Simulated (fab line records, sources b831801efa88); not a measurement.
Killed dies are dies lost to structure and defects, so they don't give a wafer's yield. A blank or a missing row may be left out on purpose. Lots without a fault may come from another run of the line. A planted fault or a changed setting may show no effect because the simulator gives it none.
fab line records | flow sky130
record lots=6 wafers=17 last_day=50
route steps=708 shown METAL1@441 PAD_OPEN@708
lots that met no fault: from a run of the same line without faults
start_h: hours from the record's first day to the start of the lot's first wafer shown | wait_h: hours since the lot's step before | " the same as in the row above | L1.1+2: a row that stands for several wafers | - no value, or no start given | * or withheld: withheld | < > ~ a bound
route shown NAME@n: a module of which the file shows steps, and the number in the route of the first | usual: mean/standard deviation of fault-free wafers | same: alike in all rows | chamber/n: place in a boat | sites: the reading at each site | _std_site: their standard deviation | _edge_site: outer sites' mean less inner sites' | radius_mm: how far each site lies from the wafer's centre | mask NAME#n: copy n | behind: the tool/chamber that last shaped the wafer | hold: why the lot was held/for how many hours/how that ended | device: the transistor (n, p or np) that didn't switch | end of line: the same wafers' tests at the end of the route | a step without rows: its recipe alone | killed: dies lost to structure and defects at the first sort, not the wafer's yield | map: a wafer's dies, x killed, . not, _ none there
set.NAME: the setting as run; set.NAME@STEP: as run at that earlier step | model.NAME: the simulator's own value behind a step, which no gauge read
lots at some steps of the route; a table a step, a row a wafer
services: from which hour (start_h, from the record's first day; less than 0 if before it) a tool's chamber was out of use, for how many hours, and why
## steps
# step SKY_METAL1_DEHYDRATE_07
# recipe temp_c=200 time_s=60
# step SKY_METAL1_HMDS_08
# recipe prime_time_s=60 prime_temp_c=120
# step SKY_METAL1_COAT_09
# recipe resist=BARC temp_c=withheld time_s=withheld spin_rpm=3000 resist_thk_nm=60
# step SKY_METAL1_COAT_10
# recipe resist=KrF-thick spin_rpm=3000 resist_thk_nm=450
# step SKY_METAL1_SOFTBAKE_11
# recipe temp_c=100 time_s=90 resist=KrF-thick
# step SKY_METAL1_EXPOSE_12
# recipe mask_id=MM1 na=0.8 source_shape=annular sigma_inner=0.55 sigma_outer=0.85 target_cd_nm=140 dose_mj=28
# step SKY_METAL1_PEB_13
# recipe peb_temp_c=withheld peb_time_s=withheld resist=KrF-thick
# step SKY_METAL1_DEVELOP_14
# recipe develop_time_s=60 resist=KrF-thick dev_temp_c=21
# step SKY_METAL1_CD_MEAS_15
# recipe target_cd_nm=140
# usual cd_nm=140.1/1.6
# columns lot.wafer tool chamber start_h wait_h cd_nm
L727.1 cd_sem-02 - 778.44 - 140.8
L727.2 " - " " 140.5
L727.6 " - " " 140.5
L725.1 cd_sem-01 - 780.53 - 141.6
L725.4 " - " " 142.2
L725.5 " - " " 142.1
L738.1 cd_sem-02 - 884.24 - 138.7
L738.3 " - " " 139.6
L743.1 cd_sem-01 - 902.84 - 140.1
L743.2 " - " " 138.7
L743.6 " - " " 137.9
L748.2 cd_sem-02 - 932.05 - 140.9
L748.3 " - " " 141.6
L748.5 " - " " 140.9
L747.1 cd_sem-02 - 934.25 - 141.5
L747.2 " - " " 140.9
L747.6 " - " " 142.8
# step SKY_METAL1_OVL_MEAS_16
# usual METAL1_OVL=-3/5.2
# columns lot.wafer tool chamber start_h wait_h METAL1_OVL[nm]
L727.1 overlay-02 - 778.56 0.1 1
L727.2 " - " " -8
L727.6 " - " " -3
L725.1 overlay-01 - 780.65 0.1 4
L725.4 " - " " 4
L725.5 " - " " 9
L738.1 overlay-02 - 884.36 0.1 0
L738.3 " - " " -3
L743.1 overlay-01 - 902.96 0.1 -2
L743.2 " - " " -5
L743.6 " - " " 0
L748.2 overlay-01 - 932.16 0.1 -4
L748.3 " - " " -12
L748.5 " - " " -7
L747.1 overlay-02 - 934.37 0.1 -2
L747.2 " - " " 5
L747.6 " - " " 7
# step SKY_METAL1_DESCUM_17
# recipe chemistry=O2 source_power_w=150 bias_power_w=0 pressure_mtorr=10 temp_c=40 time_s=8
# usual drypump_motor_current_A=5.5/0.39 oes_product_au=1.003/0.013 rf_fwd_power_W=147.0/0.77
# columns lot.wafer tool chamber start_h wait_h drypump_motor_current_A oes_product_au rf_fwd_power_W rf_hours_counter_h
L727.1 rie_metal-03 1 778.60 0.0 5.6 0.992 146.6 1
L727.2 " 0 " " 5.9 1.027 147.3 14
L727.6 " 0 " " 5.9 1.022 146.7 -
L725.1 rie_metal-01 1 780.68 0.0 4.9 1.010 146.9 1
L725.4 " 1 " " 5.0 1.007 146.7 -
L725.5 " 0 " " 5.9 1.017 146.8 -
L738.1 rie_metal-03 1 884.40 0.0 5.6 0.982 146.5 5
L738.3 " 1 " " 5.7 0.990 145.6 -
L743.1 rie_metal-03 1 903.00 0.0 5.6 0.995 145.7 6
L743.2 " 1 " " 5.6 0.990 146.1 -
L743.6 " 1 " " 5.6 0.988 145.7 -
L748.2 rie_metal-01 0 932.19 0.0 5.9 1.004 146.6 0
L748.3 " 0 " " 5.9 1.010 146.9 -
L748.5 " 0 " " 5.9 1.011 147.1 -
L747.1 rie_metal-02 0 934.41 0.0 5.8 1.027 147.1 9
L747.2 " 1 " " 5.0 1.011 148.5 12
L747.6 " 1 " " 5.0 1.020 148.5 -
# step SKY_METAL1_ETCH_18
# recipe chemistry=N2/H2 target=BARC ion_energy_ev=200 bias_w=100 pressure_mtorr=30 n2_flow_sccm=100 h2_flow_sccm=200 icp_w=500 stop_on=SiO2 time_s=45.9 target_depth_a=600
# usual bias_w=100.0/0.33 drypump_motor_current_A=5.5/0.39 oes_product_au=0.854/0.0048 rf_fwd_power_W=494.4/1.7 throttle_valve_pct=13.223/0.0091
# columns lot.wafer tool chamber start_h wait_h bias_w drypump_motor_current_A oes_product_au rf_fwd_power_W rf_hours_counter_h throttle_valve_pct
L727.1 rie_metal-03 1 778.63 0.0 100.4 5.7 0.856 495.6 1 13.223
L727.2 " 0 " " 99.9 5.9 0.860 493.8 14 13.214
L727.6 " 0 " " 99.8 5.9 0.854 494.5 - 13.226
L725.1 rie_metal-01 1 780.72 0.0 99.7 5.0 0.846 497.9 1 13.215
L725.4 " 1 " " 100.2 5.0 0.857 494.6 - 13.227
L725.5 " 0 " " 99.9 5.9 0.850 495.7 - 13.230
L738.1 rie_metal-03 1 884.43 0.0 100.1 5.6 0.852 497.1 5 13.229
L738.3 " 1 " " 100.3 5.6 0.850 494.3 - 13.224
L743.1 rie_metal-03 1 903.06 0.1 99.7 5.6 0.859 491.3 6 13.227
L743.2 " 1 " " 99.6 5.6 0.859 494.9 - 13.227
L743.6 " 1 " " 99.7 5.6 0.856 496.5 - 13.215
L748.2 rie_metal-01 0 932.22 0.0 99.8 5.9 0.858 492.8 0 13.220
L748.3 " 0 " " 99.9 5.9 0.861 494.7 - 13.227
L748.5 " 0 " " 99.4 5.9 0.852 495.6 - 13.194
L747.1 rie_metal-02 0 934.44 0.0 99.7 5.8 0.849 496.3 9 13.221
L747.2 " 1 " " 99.5 5.0 0.858 495.7 12 13.228
L747.6 " 1 " " 99.5 5.0 0.865 495.0 - 13.218
# step SKY_METAL1_METAL_ETCH_19
# recipe target_depth_a=3600 stop_on=SiO2 over_etch_frac=0.3 time_s=78 chemistry=Cl2/BCl3 resist_sidewall_deg=88 pressure_mtorr=10 icp_w=900 bias_w=48.5 Cl2_flow_sccm=60 bcl3_flow_sccm=30
# usual bias_w=48.51/0.13 drypump_motor_current_A=5.5/0.39 oes_product_au=0.852/0.0061 over_etch_frac=0.3/0 rf_fwd_power_W=893.4/2.9 throttle_valve_pct=22.263/0.0096
# columns lot.wafer tool chamber start_h wait_h bias_w drypump_motor_current_A oes_product_au over_etch_frac rf_fwd_power_W rf_hours_counter_h throttle_valve_pct model.KrF-thick_of_METAL1_COAT_10.thk_nm
L727.1 rie_metal-03 1 778.69 0.0 48.34 5.6 0.858 0.3 894.3 1 22.269 161.7
L727.2 " 0 " " 48.56 5.9 0.848 0.3 886.8 14 22.283 149.7
L727.6 " 0 " " 48.44 5.9 0.834 0.3 893.1 - 22.273 147.7
L725.1 rie_metal-01 1 780.78 0.0 48.38 5.0 0.852 0.3 888.0 1 22.262 158
L725.4 " 1 " " 48.65 4.9 0.847 0.3 886.6 - 22.273 155
L725.5 " 0 " " 48.34 5.9 0.843 0.3 896.9 - 22.256 152.5
L738.1 rie_metal-03 1 884.49 0.0 48.45 5.6 0.850 0.3 887.4 5 22.247 164
L738.3 " 1 " " 48.47 5.6 0.785 0.51155 890.6 - 22.275 130.4
L743.1 rie_metal-03 1 903.19 0.1 48.56 5.6 0.850 0.3 893.3 6 22.250 161.8
L743.2 " 1 " " 48.67 5.6 0.866 0.3 894.9 - 22.254 160.6
L743.6 " 1 " " 48.62 5.6 0.792 0.51155 893.8 - 22.251 125.7
L748.2 rie_metal-01 0 932.28 0.0 48.57 5.9 0.856 0.3 892.9 0 22.265 153.6
L748.3 " 0 " " 48.62 5.9 0.856 0.3 900.7 - 22.260 155
L748.5 " 0 " " 48.54 5.9 0.853 0.3 894.5 - 22.276 155
L747.1 rie_metal-02 0 934.51 0.0 48.40 5.8 0.855 0.3 898.9 9 22.282 148.6
L747.2 " 1 " " 48.82 5.0 0.851 0.3 891.1 12 22.261 151.3
L747.6 " 1 " " 48.51 5.0 0.856 0.3 893.9 - 22.254 153
# step SKY_METAL1_STRIP_20
# recipe chemistry=O2/N2 power_w=1400 pressure_mtorr=1500 platen_temp_c=withheld o2_flow_sccm=3000 n2_flow_sccm=300 overash_fraction=0.5
# usual drypump_motor_current_A=5.9/0.41 oes_product_au=0.342/0.0049 strip_time_to_endpoint_s=2.68/0.066
# columns lot.wafer tool chamber start_h wait_h drypump_motor_current_A oes_product_au rf_hours_counter_h strip_time_to_endpoint_s
L727.1 plasma_asher-04 1 778.78 0.1 5.4 0.338 61 2.71
L727.2 " 0 " " 6.6 0.345 61 2.59
L727.6 " 0 " " 6.6 0.343 - 2.56
L725.1 plasma_asher-04 1 780.87 0.1 5.4 0.338 61 2.69
L725.4 " 1 " " 5.4 0.340 - 2.66
L725.5 " 1 " " 5.4 0.341 - 2.63
L738.1 plasma_asher-04 0 884.58 0.1 6.6 0.340 72 2.75
L738.3 " 0 " " 6.6 0.329 - 2.38
L743.1 plasma_asher-01 1 903.37 0.1 5.9 0.347 111 2.74
L743.2 " 0 " " 5.7 0.349 111 2.72
L743.6 " 1 " " 5.9 0.320 - 2.34
L748.2 plasma_asher-03 0 932.37 0.1 6.0 0.349 44 2.64
L748.3 " 0 " " 6.0 0.349 - 2.64
L748.5 " 1 " " 5.6 0.345 - 2.65
L747.1 plasma_asher-03 1 934.60 0.1 5.6 0.341 45 2.60
L747.2 " 0 " " 6.1 0.333 45 2.62
L747.6 " 1 " " 5.6 0.342 - 2.63
# step SKY_METAL1_STRIP_21
# recipe chemistry=post_etch_residue_remover time_s=1200 temp_c=72.5
# step SKY_PAD_OPEN_PROBE_99
# usual defect_limited_yield=82.5/2 killed_at_M0_to_M3=44/7.7 killed_at_M4_up=3.0/1.9 killed_at_contacts=25/5.6 killed_at_front_end=15/4.6 killed_at_other=0.3/0.47 killed_dies=86/9.9 killed_open=47/7.4 killed_short=39/5.9 sort_bin_3_pad_short=0.8/0.37 sort_bin_5_function=10.4/1.5 sort_bin_6_memory=6.3/1 sort_n_pass=406/9.9 sort_yield_pct=82.5/2
# same gross_dies=492 killed_at_back_side=0 sort_bin_4_leakage[%]=0 sort_bin_8_speed[%]=0
# columns lot.wafer tool chamber start_h wait_h defect_limited_yield[%] killed_at_M0_to_M3 killed_at_M4_up killed_at_contacts killed_at_front_end killed_at_other killed_dies killed_open killed_short sort_bin_3_pad_short[%] sort_bin_5_function[%] sort_bin_6_memory[%] sort_n_pass sort_yield_pct[%]
L727.1 prober-01 - 1090.66 0.1 82.9 45 2 22 15 0 84 45 39 0.4 10.0 6.7 408 82.9
L727.2 prober-01 - 1090.71 0.1 80.5 49 4 26 17 0 96 57 39 0.4 11.4 7.7 396 80.5
L727.6 prober-01 - 1090.91 0.2 84.6 35 4 20 17 0 76 38 38 0.8 8.3 6.3 416 84.6
L725.1 prober-02 - 1091.85 0.1 82.7 42 2 27 14 0 85 53 32 0.8 10.6 5.9 407 82.7
L725.4 prober-02 - 1092.00 0.2 83.3 40 2 26 14 0 82 46 36 0.6 9.8 6.3 410 83.3
L725.5 prober-02 - 1092.05 0.2 79.5 48 2 30 21 0 101 47 54 1.0 11.8 7.7 391 79.5
L748.2 prober-01 - 1197.62 0.1 82.3 39 4 26 18 0 87 43 44 2.0 9.3 6.3 405 82.3
L748.3 prober-01 - 1197.67 0.2 82.9 46 1 16 20 1 84 41 43 0.8 9.6 6.7 408 82.9
L748.5 prober-01 - 1197.77 0.2 84.8 37 3 16 19 0 75 39 36 0.4 8.7 6.1 417 84.8
L747.1 prober-02 - 1199.07 0.1 81.5 49 1 21 19 1 91 55 36 0.8 11.6 6.1 401 81.5
L747.2 prober-02 - 1199.12 0.1 86.0 40 4 15 10 0 69 31 38 1.2 7.7 5.1 423 86.0
L747.6 prober-02 - 1199.32 0.2 88.0 26 5 14 14 0 59 33 26 0.6 6.5 4.9 433 88.0
# killed by level:class
L727.1 VIA1:geometric_particle:open=14 LI_CONTACT:geometric_particle:open=7 VIA2:geometric_particle:open=6 CONTACT:geometric_particle:short=6 VIA1:geometric_particle:short=6 METAL2:geometric_particle:short=6 POLY_GATE:geometric_particle:short=5 VIA3:geometric_particle:open=5
L727.2 CONTACT:geometric_particle:open=12 VIA3:geometric_particle:open=10 VIA1:geometric_particle:open=9 VIA2:geometric_particle:open=9 METAL2:geometric_particle:short=6 POLY_GATE:geometric_particle:open=5 POLY_GATE:geometric_particle:short=4 CONTACT:geometric_particle:short=4
L727.6 VIA1:geometric_particle:open=13 LOCAL_INTERCONNECT:geometric_particle:short=7 POLY_GATE:geometric_particle:short=6 VIA2:geometric_particle:short=6 CONTACT:geometric_particle:open=5 VIA2:geometric_particle:open=5 FIELD_ISO:geometric_particle:open=3 FIELD_ISO:geometric_particle:short=3
L725.1 VIA1:geometric_particle:open=18 LI_CONTACT:geometric_particle:open=12 CONTACT:geometric_particle:open=6 FIELD_ISO:geometric_particle:open=5 CONTACT:geometric_particle:short=5 VIA1:geometric_particle:short=5 METAL3:geometric_particle:short=5 METAL2:geometric_particle:short=4
L725.4 VIA1:geometric_particle:open=12 VIA1:geometric_particle:short=9 LI_CONTACT:geometric_particle:open=8 CONTACT:geometric_particle:open=8 VIA3:geometric_particle:open=6 FIELD_ISO:geometric_particle:short=5 FIELD_ISO:geometric_particle:open=4 CONTACT:geometric_particle:short=4
L725.5 VIA1:geometric_particle:open=12 VIA1:geometric_particle:short=11 LI_CONTACT:geometric_particle:open=8 CONTACT:geometric_particle:open=8 VIA3:geometric_particle:open=7 METAL2:geometric_particle:short=7 FIELD_ISO:geometric_particle:open=6 FIELD_ISO:geometric_particle:short=6
L748.2 VIA1:geometric_particle:open=11 LI_CONTACT:geometric_particle:open=9 FIELD_ISO:geometric_particle:short=8 CONTACT:geometric_particle:open=6 VIA1:geometric_particle:short=6 POLY_GATE:geometric_particle:open=5 VIA3:geometric_particle:open=5 LI_CONTACT:geometric_particle:short=5
L748.3 VIA1:geometric_particle:open=12 POLY_GATE:geometric_particle:short=7 VIA3:geometric_particle:open=7 FIELD_ISO:geometric_particle:short=5 CONTACT:geometric_particle:open=5 VIA2:geometric_particle:open=5 LI_CONTACT:geometric_particle:short=4 VIA1:geometric_particle:short=4
L748.5 METAL2:geometric_particle:short=7 VIA2:geometric_particle:open=7 LI_CONTACT:geometric_particle:open=6 POLY_GATE:geometric_particle:open=5 POLY_GATE:geometric_particle:short=5 VIA1:geometric_particle:open=5 VIA3:geometric_particle:open=5 CONTACT:geometric_particle:open=4
L747.1 VIA1:geometric_particle:open=12 METAL2:geometric_particle:short=8 CONTACT:geometric_particle:open=7 METAL3:geometric_particle:short=5 VIA1:geometric_particle:short=5 VIA2:geometric_particle:open=5 VIA3:geometric_particle:open=5 FIELD_ISO:geometric_particle:open=4
L747.2 VIA2:geometric_particle:open=7 POLY_GATE:geometric_particle:short=6 METAL1:geometric_particle:short=5 CONTACT:geometric_particle:open=5 VIA1:geometric_particle:open=5 METAL3:geometric_particle:short=5 VIA1:geometric_particle:short=4 METAL2:geometric_particle:short=4
L747.6 VIA1:geometric_particle:open=8 LI_CONTACT:geometric_particle:open=6 VIA1:geometric_particle:short=6 CONTACT:geometric_particle:short=4 POLY_GATE:geometric_particle:short=3 SPACER:geometric_particle:open=3 VIA3:geometric_particle:open=3 METAL4:geometric_particle:open=3
## services
# columns tool chamber start_h hours kind
plasma_asher-01 - 796.90 1.2 repair
rie_metal-01 1 828.53 4.4 repair
rie_metal-01 1 844.19 2.4 repair
plasma_asher-03 - 857.92 4.0 repair
rie_metal-03 - 870.39 2.8 pm
plasma_asher-03 - 874.41 15.6 pm
rie_metal-02 - 895.91 0.3 repair
rie_metal-03 0 895.96 - clean
rie_metal-03 0 895.96 18.7 scheduled_down
rie_metal-03 0 895.96 18.7 vent_cycle
rie_metal-01 0 904.23 - clean
rie_metal-01 0 904.23 21.7 scheduled_down
rie_metal-01 0 904.23 21.7 vent_cycle
## key
first_sign step=SKY_METAL1_METAL_ETCH_19 reading=over_etch_frac direction=up sigmas=99+ usual=0.3 struck=0.51155
effect step=SKY_METAL1_METAL_ETCH_19 reading=oes_product_au direction=down sigmas=10 usual=0.852 struck=0.788
effect step=SKY_METAL1_STRIP_20 reading=strip_time_to_endpoint_s direction=down sigmas=4.8 usual=* struck=*
model_effect step=SKY_METAL1_METAL_ETCH_19 value=KrF-thick_of_METAL1_COAT_10.thk_nm without=165.5 struck=128
met_at SKY_METAL1_METAL_ETCH_19
struck_wafers L738.3,L743.6
onset_between 778.69 884.49
fault kind=process_parameter_drift tool=rie_metal-03 chamber=- onset_h=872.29 steps=SKY_METAL1_METAL_ETCH_19 channel=over_etch_frac offset=0.21155 shape=step end_h=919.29 scope=struck_wafers_only acts_in=these_recipes_only stated=0.3
